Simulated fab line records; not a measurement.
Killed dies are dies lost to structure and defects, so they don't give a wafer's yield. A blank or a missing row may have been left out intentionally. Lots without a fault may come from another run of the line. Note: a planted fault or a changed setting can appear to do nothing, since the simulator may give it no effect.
Check for tools in common -- flow gf180mcu -- Lots sampled 14, wafers sampled 42

## WHAT PROMPTED THE OPENING
At GF_HV_LDD_TW_MEAS_23 the reading HV_LDD_2_TW is flagged on 2 of 14 lots. No-fault wafers: 1056, standard deviation 7.1.
Rule: flag the lot when none of its wafers has a number, or when each of its wafers that has one lies beyond 4 standard deviations from that mean. As for the other lots, they are considered sound.

lot,measured,on,"HV_LDD_2_TW, wafer by wafer",flag
L860,day 10 22:59,filmMetro-02,1063 1066 1067,
L864,day 12 00:19,filmMetro-03,1057 1054 1053,
L865,day 12 08:34,filmMetro-02,1075 1066 1062,
L868,day 13 12:19,filmMetro-01,1048 1040 1043,
L869,day 13 18:28,filmMetro-02,1056 1060 1054,
L870,day 13 21:05,filmMetro-03,1055 1043 1046,
L871,day 14 07:22,filmMetro-03,1053 1050 1049,
L872,day 14 16:46,filmMetro-03,1051 1047 1048,
L875,day 15 14:59,filmMetro-03,1057 1055 1055,
L878,day 16 11:56,filmMetro-03,1057 1059 1058,
L879,day 16 17:07,filmMetro-03,948 941 943,FLAGGED
L880,day 17 04:16,filmMetro-01,939 931 930,FLAGGED
L881,day 17 09:55,filmMetro-03,1051 1050 1047,
L883,day 18 00:16,filmMetro-03,1059 1056 1057,
Average over the flagged lots: 939; offset from the usual -117, equal to -17 standard deviations.

## EACH LOT AND THE TOOL IT RAN ON
The record holds 1 process step before the reading, out of a route of 602 steps. In each cell: the tool, then ch and the chambers that the sampled wafers went through, then the start.
lot,flag,GF_HV_LDD_IMPLANT_21
L860,,"implanter-03 ch 0, day 10 22:46"
L864,,"implanter-02 ch 0, day 12 00:05"
L865,,"implanter-03 ch 0, day 12 08:19"
L868,,"implanter-02 ch 0, day 13 12:04"
L869,,"implanter-03 ch 0, day 13 18:14"
L870,,"implanter-01 ch 0, day 13 20:53"
L871,,"implanter-03 ch 0, day 14 07:07"
L872,,"implanter-03 ch 0, day 14 16:31"
L875,,"implanter-01 ch 0, day 15 14:46"
L878,,"implanter-03 ch 0, day 16 11:43"
L879,FLAGGED,"implanter-01 ch 0, day 16 16:52"
L880,FLAGGED,"implanter-01 ch 0, day 17 04:01"
L881,,"implanter-03 ch 0, day 17 09:40"
L883,,"implanter-02 ch 0, day 18 00:01"
What these steps do:
- GF_HV_LDD_IMPLANT_21
- GF_HV_LDD_TW_MEAS_23

## FLAGGED AGAINST TOTAL, ONE TOOL AT A TIME (gauges that did the reading follow at the end)
step,tool,lots run,flagged,share of the flagged lots,sound lots run after its first flagged lot
GF_HV_LDD_IMPLANT_21,implanter-01,4,2,all,0
GF_HV_LDD_IMPLANT_21,implanter-02,3,0,none,-
GF_HV_LDD_IMPLANT_21,implanter-03,7,0,none,-
GF_HV_LDD_TW_MEAS_23,filmMetro-01,2,1,some,0
GF_HV_LDD_TW_MEAS_23,filmMetro-02,3,0,none,-
GF_HV_LDD_TW_MEAS_23,filmMetro-03,9,1,some,"2 (L881,L883)"

## WHAT THE TABLE PERMITS
In the table, 1 row covers all flagged lots: implanter-01 at GF_HV_LDD_IMPLANT_21.
- implanter-01 at GF_HV_LDD_IMPLANT_21 ran 4 lots, 2 of them flagged. Its last sound lot is L875 (day 15 14:46), its first flagged lot L879 (day 16 16:52): a fault that began between those two fits. Its own readings lie more than 4 standard deviations out on every wafer of the flagged lots: beamEnergyKeV.
What remains is a single tool, implanter-01 at GF_HV_LDD_IMPLANT_21.

## WHAT WAS PUT IN BY THE SIMULATOR
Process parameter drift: implanter-01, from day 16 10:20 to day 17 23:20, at GF_HV_LDD_IMPLANT_21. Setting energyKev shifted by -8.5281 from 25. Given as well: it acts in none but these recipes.
Shown lots that were struck: L879, L880. The rule given above showed the same thing.
